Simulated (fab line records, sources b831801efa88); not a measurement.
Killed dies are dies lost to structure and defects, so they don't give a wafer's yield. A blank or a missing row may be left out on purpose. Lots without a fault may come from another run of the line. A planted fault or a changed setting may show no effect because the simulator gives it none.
fab line records | flow sky130
record lots=11 wafers=33 last_day=49
route steps=708 shown FIELD_ISO@3 NWELL@33 DNWELL@43 PAD_OPEN@708
lots that met no fault: from a run of the same line without faults
start_h: hours from the record's first day to the start of the lot's first wafer shown | wait_h: hours since the lot's step before | " the same as in the row above | L1.1+2: a row that stands for several wafers | - no value, or no start given | * or withheld: withheld | < > ~ a bound
route shown NAME@n: a module of which the file shows steps, and the number in the route of the first | usual: mean/standard deviation of fault-free wafers | same: alike in all rows | chamber/n: place in a boat | sites: the reading at each site | _std_site: their standard deviation | _edge_site: outer sites' mean less inner sites' | radius_mm: how far each site lies from the wafer's centre | mask NAME#n: copy n | behind: the tool/chamber that last shaped the wafer | hold: why the lot was held/for how many hours/how that ended | device: the transistor (n, p or np) that didn't switch | end of line: the same wafers' tests at the end of the route | a step without rows: its recipe alone | killed: dies lost to structure and defects at the first sort, not the wafer's yield | map: a wafer's dies, x killed, . not, _ none there
set.NAME: the setting as run; set.NAME@STEP: as run at that earlier step | model.NAME: the simulator's own value behind a step, which no gauge read
steps of the route over a sample of lots; a table a step, a row a wafer
services: from which hour (start_h, from the record's first day; less than 0 if before it) a tool's chamber was out of use, for how many hours, and why
## steps
# step SKY_FIELD_ISO_THK_MEAS_02
# recipe reads=SiO2_of_FIELD_ISO_OXIDATION_01
# usual FIELD_ISO_OXIDATION_00_THK=12.17/0.24
# columns lot.wafer tool chamber start_h wait_h FIELD_ISO_OXIDATION_00_THK[nm]
L224.3 film_metro-02 - 11.90 0.0 12.26
L224.4 " - " " 12.12
L224.6 " - " " 12.40
L226.1 film_metro-02 - 28.64 0.0 11.87
L226.2 " - " " 12.11
L226.3 " - " " 11.99
L230.3 film_metro-01 - 45.72 0.0 12.50
L230.4 " - " " 12.54
L230.6 " - " " 12.41
L231.2 film_metro-02 - 49.68 0.0 12.27
L231.3 " - " " 12.14
L231.6 " - " " 12.39
L234.4 film_metro-01 - 62.60 0.0 12.07
L234.5 " - " " 12.07
L234.6 " - " " 12.21
L235.1 film_metro-01 - 68.95 0.0 12.53
L235.2 " - " " 12.44
L235.3 " - " " 12.44
L236.1 film_metro-02 - 72.98 0.0 11.94
L236.3 " - " " 12.15
L236.5 " - " " 12.06
L237.3 film_metro-04 - 77.08 0.0 11.98
L237.4 " - " " 12.02
L237.6 " - " " 12.26
L241.2 film_metro-02 - 97.30 0.0 11.90
L241.5 " - " " 11.75
L241.6 " - " " 11.80
L242.2 film_metro-04 - 101.64 0.0 11.56
L242.5 " - " " 11.51
L242.6 " - " " 11.66
L243.2 film_metro-02 - 107.09 0.0 12.15
L243.3 " - " " 12.07
L243.6 " - " " 12.11
# step SKY_FIELD_ISO_CMP_27
# recipe stop_on=Si3N4 t_overpolish_s=16 down_force_psi=4 platen_rpm=60 target_thk_nm=457.8 pad_velocity_m_s=0.94248
# usual motor_current_A=12.3/1.2 overpolish_run_s=16.000/0.0083 time_to_endpoint_s=114/5.1
# columns lot.wafer tool chamber start_h wait_h motor_current_A overpolish_run_s time_to_endpoint_s
L224.3 cmp-01 2 40.07 0.1 11.0 15.995 120
L224.4 " 3 " " 9.8 16.010 107
L224.6 " 1 " " 13.8 16.000 124
L226.1 cmp-01 3 53.02 0.5 9.2 15.987 105
L226.3 " 0 " " 13.9 16.011 118
L226.2 " 2 " " 11.3 16.009 118
L230.4 cmp-02 3 71.52 0.1 12.8 15.990 113
L230.3 " 1 " " 13.2 15.998 111
L230.6 " 3 " " 12.3 15.998 115
L231.3 cmp-02 3 73.08 0.1 12.2 15.994 113
L231.2 " 1 " " 13.1 15.998 115
L231.6 " 3 " " 12.4 16.003 111
L234.4 cmp-02 0 87.27 0.0 11.4 16.011 108
L234.5 " 0 " " 12.0 16.001 109
L234.6 " 1 " " 12.8 15.994 108
L235.1 cmp-02 1 94.37 0.0 12.8 16.002 108
L235.2 " 2 " " 11.5 15.999 114
L235.3 " 3 " " 12.5 16.006 111
L236.3 cmp-02 2 96.22 0.1 11.3 16.000 114
L236.1 " 1 " " 13.3 15.989 107
L236.5 " 2 " " 11.9 16.006 115
L237.4 cmp-02 0 100.44 0.1 11.9 16.000 109
L237.3 " 2 " " 12.1 15.998 112
L237.6 " 3 " " 12.2 16.001 105
L241.2 cmp-01 1 122.72 0.2 13.4 15.986 126
L241.5 " 3 " " 9.3 16.004 107
L241.6 " 0 " " 14.9 15.999 112
L242.2 cmp-02 1 126.68 0.1 12.9 16.003 111
L242.6 " 2 " " 11.5 16.020 115
L242.5 " 3 " " 12.7 15.997 116
L243.2 cmp-02 2 131.80 0.0 11.2 15.988 119
L243.3 " 3 " " 13.0 15.990 113
L243.6 " 3 " " 12.2 16.001 123
# step SKY_NWELL_OXIDATION_01
# recipe temp_c=900 ambient=O2 stabilise_s=600 purge_s=300 target_thk_a=100 ox_time_s=1418
# usual spike_tc_bottom_C=916.5/2.1 spike_tc_centre_C=901.1/1 spike_tc_lower_C=900.1/1.1 spike_tc_top_C=911.1/2.8 spike_tc_upper_C=898.3/1.1 tube_center_temp_C=900/0.091 tube_center_temp_C_max=902.3/0.4 zone_power_bottom_pct=26.3/0.48
# same stabilise_s=600
# columns lot.wafer tool chamber start_h wait_h spike_tc_bottom_C spike_tc_centre_C spike_tc_lower_C spike_tc_top_C spike_tc_upper_C tube_center_temp_C tube_center_temp_C_max zone_power_bottom_pct
L224.3 furnace-02 0 45.27 4.3 918.5 901.0 899.5 907.6 898.5 900.02 902.5 25.4
L224.4 " 0 " " 917.2 901.6 898.7 905.1 899.4 900 902.0 25.9
L224.6 " 0 " " 918.7 901.7 900.4 909.6 899.6 900.01 902.0 26.4
L226.1 furnace-01 0 54.22 0.3 913.7 900.1 900.4 911.9 895.9 900.23 902.0 26.7
L226.2 " 0 " " 914.8 901.0 902.1 913.8 898.0 900 902.5 26.6
L226.3 " 0 " " 912.7 899.7 900.8 914.9 896.7 900.03 902.1 26.8
L230.3 furnace-01 0 74.15 1.8 932.4 920.6 918.4 930.5 914.9 918.07 920.1 28.0
L230.4 " 0 " " 933.7 918.1 918.0 931.1 916.0 917.92 921.0 27.9
L230.6 " 0 " " 933.5 917.7 917.5 931.9 915.6 918.01 921.2 27.9
L231.2 furnace-01 0 74.15 0.2 933.1 917.3 916.3 931.9 915.6 917.89 920.2 27.9
L231.3 " 0 " " 933.9 920.3 917.3 930.8 915.4 917.92 919.8 28.1
L231.6 " 0 " " 933.7 918.2 918.2 931.0 916.8 917.84 920.0 27.7
L234.4 furnace-02 0 88.19 0.0 916.9 902.7 901.2 907.1 898.6 899.92 902.5 25.9
L234.5 " 0 " " 918.4 901.4 901.9 908.0 899.9 899.97 902.5 26.0
L234.6 " 0 " " 916.7 901.4 900.0 908.0 898.6 900.05 901.8 26.0
L235.1 furnace-02 0 96.10 0.8 917.6 901.1 901.6 907.8 898.8 899.99 902.0 25.7
L235.2 " 0 " " 919.2 902.6 900.2 907.2 898.6 900.07 902.6 25.8
L235.3 " 0 " " 918.7 902.8 902.3 909.1 899.5 900.11 902.9 25.4
L236.1 furnace-02 0 97.50 0.4 917.4 900.9 902.1 907.7 899.9 900.06 901.9 26.0
L236.3 " 0 " " 917.1 900.6 900.3 907.5 898.3 900.17 902.3 26.5
L236.5 " 0 " " 919.4 900.2 902.6 908.2 900.6 899.87 901.9 25.7
L237.3 furnace-02 0 101.40 0.0 917.3 902.1 900.3 910.1 899.1 899.91 901.8 26.0
L237.4 " 0 " " 917.7 901.7 900.9 907.0 899.4 899.91 902.1 25.9
L237.6 " 0 " " 918.3 900.4 900.3 909.2 898.6 900.14 902.9 26.4
L241.2 furnace-02 0 123.64 0.1 917.6 899.1 901.7 906.4 899.9 900.02 902.4 25.9
L241.5 " 0 " " 919.1 902.0 899.2 909.2 898.8 900.08 902.2 25.8
L241.6 " 0 " " 920.6 902.1 900.7 908.6 898.6 899.86 902.2 26.0
L242.2 furnace-02 0 128.04 0.6 919.8 898.9 900.4 909.9 899.2 899.93 903.0 26.0
L242.5 " 0 " " 918.9 901.7 901.9 910.3 899.7 899.88 902.1 25.9
L242.6 " 0 " " 919.4 901.8 899.8 909.2 898.7 899.97 902.2 26.2
L243.2 furnace-02 0 132.88 0.2 918.8 900.2 898.3 907.2 899.0 899.91 902.4 25.8
L243.3 " 0 " " 918.8 902.7 900.0 908.5 898.4 900.08 902.3 26.0
L243.6 " 0 " " 921.0 903.7 900.5 908.3 898.9 900.08 902.8 26.2
# step SKY_NWELL_THK_MEAS_02
# recipe reads=SiO2_of_NWELL_OXIDATION_01
# usual NWELL_OXIDATION_THK=10.08/0.15
# columns lot.wafer tool chamber start_h wait_h NWELL_OXIDATION_THK[nm]
L224.3 film_metro-03 - 46.68 0.0 10.11
L224.4 " - " " 10.03
L224.6 " - " " 10.14
L226.1 film_metro-01 - 55.62 0.0 10.07
L226.2 " - " " 10.10
L226.3 " - " " 10.17
L231.2 film_metro-02 - 75.56 0.0 12.25
L231.3 " - " " 12.10
L231.6 " - " " 12.21
L230.3 film_metro-01 - 75.57 0.0 12.15
L230.4 " - " " 12.04
L230.6 " - " " 12.12
L234.4 film_metro-01 - 89.62 0.0 10.24
L234.5 " - " " 10.27
L234.6 " - " " 10.10
L235.1 film_metro-02 - 97.50 0.0 10.26
L235.2 " - " " 10.04
L235.3 " - " " 10.28
L236.1 film_metro-01 - 98.89 0.0 10.20
L236.3 " - " " 10.06
L236.5 " - " " 10.21
L237.3 film_metro-01 - 102.81 0.0 9.96
L237.4 " - " " 9.99
L237.6 " - " " 9.92
L241.2 film_metro-02 - 125.07 0.0 10.34
L241.5 " - " " 10.33
L241.6 " - " " 10.32
L242.2 film_metro-03 - 129.45 0.0 9.93
L242.5 " - " " 10.25
L242.6 " - " " 10.21
L243.2 film_metro-02 - 134.29 0.0 10.14
L243.3 " - " " 10.30
L243.6 " - " " 10.09
# step SKY_DNWELL_STRIP_08
# recipe chemistry=O2/N2 power_w=1400 pressure_mtorr=1500 platen_temp_c=withheld o2_flow_sccm=3000 n2_flow_sccm=300 overash_fraction=0.5
# usual drypump_motor_current_A=5.9/0.56 o2_flow_sccm=3002/9.7 oes_product_au=0.723/0.0044 strip_time_to_endpoint_s=36.89/0.089
# same overash_fraction=0.5
# columns lot.wafer tool chamber start_h wait_h drypump_motor_current_A o2_flow_sccm oes_product_au rf_hours_counter_h strip_time_to_endpoint_s
L224.3 plasma_asher-03 1 60.59 0.1 5.9 3010 0.720 - 36.80
L224.4 " 0 " " 6.3 3000 0.723 - 36.79
L224.6 " 0 " " 6.3 3008 0.726 - 36.90
L226.1 plasma_asher-02 1 71.01 0.1 4.9 3013 0.722 40 36.85
L226.2 " 0 " " 6.1 2997 0.724 40 36.88
L226.3 " 1 " " 5.0 3009 0.714 - 36.82
L231.2 plasma_asher-02 0 93.01 0.1 6.0 3014 0.726 42 36.97
L231.3 " 1 " " 5.0 3001 0.725 - 37.06
L231.6 " 1 " " 5.0 3008 0.720 - 36.93
L230.3 plasma_asher-03 1 93.11 0.1 5.9 3021 0.730 - 36.84
L230.4 " 0 " " 6.4 3021 0.734 - 37.02
L230.6 " 1 " " 5.9 3016 0.716 - 36.89
L234.4 plasma_asher-03 1 107.29 0.1 5.9 2994 0.721 - 36.85
L234.5 " 0 " " 6.3 3002 0.721 - 36.92
L234.6 " 1 " " 5.9 3007 0.726 - 36.77
L235.1 plasma_asher-01 1 116.13 0.1 6.7 2992 0.730 44 36.98
L235.2 " 0 " " 5.6 3002 0.723 44 37.07
L235.3 " 0 " " 5.6 3002 0.735 - 36.98
L236.1 plasma_asher-01 1 117.48 0.1 6.7 3007 0.726 44 36.97
L236.3 " 0 " " 5.6 3013 0.725 - 37.10
L236.5 " 1 " " 6.7 3007 0.713 - 36.99
L237.3 plasma_asher-03 0 120.69 0.1 6.4 3006 0.726 - 36.93
L237.4 " 1 " " 5.9 3015 0.721 - 36.97
L237.6 " 0 " " 6.3 2992 0.722 - 36.83
L241.2 plasma_asher-02 1 143.36 0.1 5.0 3006 0.722 47 36.85
L241.5 " 1 " " 5.0 3000 0.722 - 36.78
L241.6 " 0 " " 6.0 3012 0.721 - 36.91
L242.2 plasma_asher-02 0 149.01 0.1 6.0 2988 0.721 48 36.93
L242.5 " 1 " " 5.0 2998 0.725 - 36.92
L242.6 " 0 " " 6.0 2978 0.722 - 36.87
L243.2 plasma_asher-02 1 152.83 0.1 5.0 3008 0.723 48 37.05
L243.3 " 1 " " 5.0 3001 0.725 - 37.01
L243.6 " 1 " " 5.0 3009 0.719 - 36.85
# step SKY_PAD_OPEN_PROBE_99
# usual killed_at_M0_to_M3=42/6.8 killed_at_M4_up=3.4/1.8 killed_at_contacts=25/5.7 killed_at_front_end=16/4.8 killed_at_other=0.2/0.39 killed_dies=87/9.6 killed_open=47/6.9 killed_short=40/6.3
# same gross_dies=492 killed_at_back_side=0
# columns lot.wafer tool chamber start_h wait_h killed_at_M0_to_M3 killed_at_M4_up killed_at_contacts killed_at_front_end killed_at_other killed_dies killed_open killed_short
L230.3 prober-01 - 1122.33 0.2 34 3 26 14 0 77 41 36
L230.4 prober-01 - 1122.38 0.2 48 1 16 21 0 86 45 41
L230.6 prober-01 - 1122.48 0.2 39 2 17 15 0 73 39 34
L235.1 prober-02 - 1145.28 0.1 42 1 14 13 0 70 42 28
L235.2 prober-02 - 1145.33 0.1 36 1 30 20 0 87 49 38
L235.3 prober-02 - 1145.38 0.2 41 4 26 12 1 84 48 36
L237.3 prober-02 - 1150.53 0.2 38 4 25 27 0 94 60 34
L237.4 prober-02 - 1150.58 0.2 38 1 22 14 1 76 39 37
L237.6 prober-02 - 1150.68 0.2 37 4 29 10 1 81 42 39
L241.2 prober-02 - 1168.53 0.1 51 1 24 18 0 94 55 39
L241.5 prober-02 - 1168.68 0.2 48 3 27 16 0 94 60 34
L241.6 prober-02 - 1168.73 0.2 52 2 27 29 1 111 70 41
L242.2 prober-01 - 1176.94 0.1 32 0 24 17 0 73 44 29
L242.5 prober-01 - 1177.09 0.2 42 0 18 11 0 71 39 32
L242.6 prober-01 - 1177.14 0.2 32 5 23 23 1 84 44 40
# killed by level:class
L230.3 CONTACT:geometric_particle:open=9 METAL1:geometric_particle:short=7 VIA3:geometric_particle:open=7 LI_CONTACT:geometric_particle:open=6 CONTACT:geometric_particle:short=5 VIA1:geometric_particle:open=4 METAL3:geometric_particle:short=4 FIELD_ISO:geometric_particle:open=3
L230.4 VIA1:geometric_particle:short=9 VIA2:geometric_particle:open=7 VIA1:geometric_particle:open=7 VIA3:geometric_particle:open=7 POLY_GATE:geometric_particle:short=6 CONTACT:geometric_particle:open=6 LI_CONTACT:geometric_particle:open=5 METAL1:geometric_particle:short=5
L230.6 CONTACT:geometric_particle:open=8 VIA2:geometric_particle:open=7 VIA1:geometric_particle:open=7 METAL1:geometric_particle:short=5 VIA3:geometric_particle:open=5 FIELD_ISO:geometric_particle:short=4 LOCAL_INTERCONNECT:geometric_particle:short=4 METAL2:geometric_particle:short=4
L235.1 VIA1:geometric_particle:open=9 CONTACT:geometric_particle:open=7 VIA3:geometric_particle:open=7 FIELD_ISO:geometric_particle:open=5 METAL2:geometric_particle:short=5 VIA2:geometric_particle:open=5 LI_CONTACT:geometric_particle:open=4 METAL1:geometric_particle:short=4
L235.2 CONTACT:geometric_particle:open=11 CONTACT:geometric_particle:short=9 VIA1:geometric_particle:open=9 VIA2:geometric_particle:open=7 POLY_GATE:geometric_particle:open=6 LI_CONTACT:geometric_particle:short=5 METAL1:geometric_particle:short=5 FIELD_ISO:geometric_particle:short=4
L235.3 CONTACT:geometric_particle:open=12 VIA1:geometric_particle:open=11 METAL2:geometric_particle:short=6 VIA3:geometric_particle:open=6 LI_CONTACT:geometric_particle:short=5 VIA2:geometric_particle:open=5 FIELD_ISO:geometric_particle:short=4 FIELD_ISO:geometric_particle:open=4
L237.3 CONTACT:geometric_particle:open=13 FIELD_ISO:geometric_particle:open=11 VIA1:geometric_particle:open=11 VIA2:geometric_particle:open=7 FIELD_ISO:geometric_particle:short=6 METAL2:geometric_particle:short=5 POLY_GATE:geometric_particle:open=4 CONTACT:geometric_particle:short=4
L237.4 VIA1:geometric_particle:open=13 METAL2:geometric_particle:short=7 POLY_GATE:geometric_particle:open=6 CONTACT:geometric_particle:open=5 CONTACT:geometric_particle:short=5 VIA1:geometric_particle:short=5 FIELD_ISO:geometric_particle:open=4 LI_CONTACT:geometric_particle:open=4
L237.6 LI_CONTACT:geometric_particle:open=9 VIA1:geometric_particle:open=9 METAL2:geometric_particle:short=8 VIA2:geometric_particle:open=8 CONTACT:geometric_particle:short=7 CONTACT:geometric_particle:open=6 LOCAL_INTERCONNECT:geometric_particle:short=4 METAL3:geometric_particle:short=4
L241.2 VIA1:geometric_particle:open=15 CONTACT:geometric_particle:open=10 VIA1:geometric_particle:short=9 METAL1:geometric_particle:short=6 VIA2:geometric_particle:open=6 VIA3:geometric_particle:open=6 FIELD_ISO:geometric_particle:open=5 FIELD_ISO:geometric_particle:short=5
L241.5 VIA1:geometric_particle:open=18 CONTACT:geometric_particle:open=13 VIA3:geometric_particle:open=8 LI_CONTACT:geometric_particle:open=7 METAL1:geometric_particle:short=5 VIA2:geometric_particle:open=5 FIELD_ISO:geometric_particle:short=4 VIA3:geometric_particle:short=4
L241.6 CONTACT:geometric_particle:open=13 VIA1:geometric_particle:open=12 FIELD_ISO:geometric_particle:open=11 VIA3:geometric_particle:open=11 LI_CONTACT:geometric_particle:open=10 METAL2:geometric_particle:short=7 VIA1:geometric_particle:short=6 FIELD_ISO:geometric_particle:short=5
L242.2 CONTACT:geometric_particle:open=9 VIA2:geometric_particle:open=9 LI_CONTACT:geometric_particle:open=7 VIA3:geometric_particle:short=5 FIELD_ISO:geometric_particle:open=4 FIELD_ISO:geometric_particle:short=4 POLY_GATE:geometric_particle:open=4 METAL1:geometric_particle:short=4
L242.5 VIA1:geometric_particle:open=13 CONTACT:geometric_particle:open=8 VIA1:geometric_particle:short=6 VIA3:geometric_particle:open=6 POLY_GATE:geometric_particle:short=4 METAL3:geometric_particle:short=4 LOCAL_INTERCONNECT:geometric_particle:short=4 VIA2:geometric_particle:open=4
L242.6 CONTACT:geometric_particle:open=10 VIA1:geometric_particle:open=8 LI_CONTACT:geometric_particle:open=7 SPACER:geometric_particle:short=6 FIELD_ISO:geometric_particle:short=5 METAL4:geometric_particle:short=5 FIELD_ISO:geometric_particle:open=4 POLY_GATE:geometric_particle:short=4
## services
# columns tool chamber start_h hours kind
plasma_asher-02 - 27.00 0.9 repair
cmp-01 - 31.22 1.5 repair
furnace-02 - 33.68 10.2 pm
cmp-02 - 36.12 1.3 repair
cmp-02 - 38.61 2.4 repair
cmp-01 - 44.01 1.2 repair
cmp-01 - 56.76 53.1 repair
furnace-01 - 64.10 3.1 pm
plasma_asher-02 - 78.01 5.1 repair
cmp-02 - 83.41 2.0 repair
cmp-01 - 101.12 0.2 repair
plasma_asher-03 - 108.75 9.0 pm
plasma_asher-03 0 108.75 9.0 vent_cycle
plasma_asher-03 1 108.75 9.0 vent_cycle
cmp-01 - 109.87 4.0 pm
cmp-01 - 113.87 - consumable_replace:conditioner
cmp-01 - 113.87 - consumable_replace:pad
plasma_asher-03 0 117.75 - clean
plasma_asher-03 1 117.75 - clean
plasma_asher-03 - 134.32 4.6 repair
cmp-02 - 148.03 21.6 repair
cmp-01 - 149.24 1.0 repair
## key
first_sign step=SKY_NWELL_OXIDATION_01 reading=tube_center_temp_C direction=up sigmas=99+ usual=* struck=*
effect step=SKY_NWELL_OXIDATION_01 reading=tube_center_temp_C_max direction=up sigmas=46 usual=* struck=*
effect step=SKY_NWELL_THK_MEAS_02 reading=NWELL_OXIDATION_THK direction=up sigmas=14 usual=10.08 struck=12.15
met_at SKY_NWELL_OXIDATION_01
struck_lots L230,L231
tester_left_out L230,L231
not_acting_at SKY_FIELD_ISO_THK_MEAS_02,SKY_FIELD_ISO_CMP_27,SKY_DNWELL_STRIP_08
onset_between 54.22 74.15
fault kind=process_parameter_drift tool=furnace-01 chamber=- onset_h=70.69 steps=SKY_NWELL_OXIDATION_01 channel=temp_c offset=* shape=step end_h=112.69 acts_in=* stated=*
# tester_left_out: of these lots the tester's yield and bins aren't shown, on N5 and GAA mostly nor the transistor test; their killed dies are dies lost to structure and defects alone, not to doping, threshold or leakage, so they don't give the yield
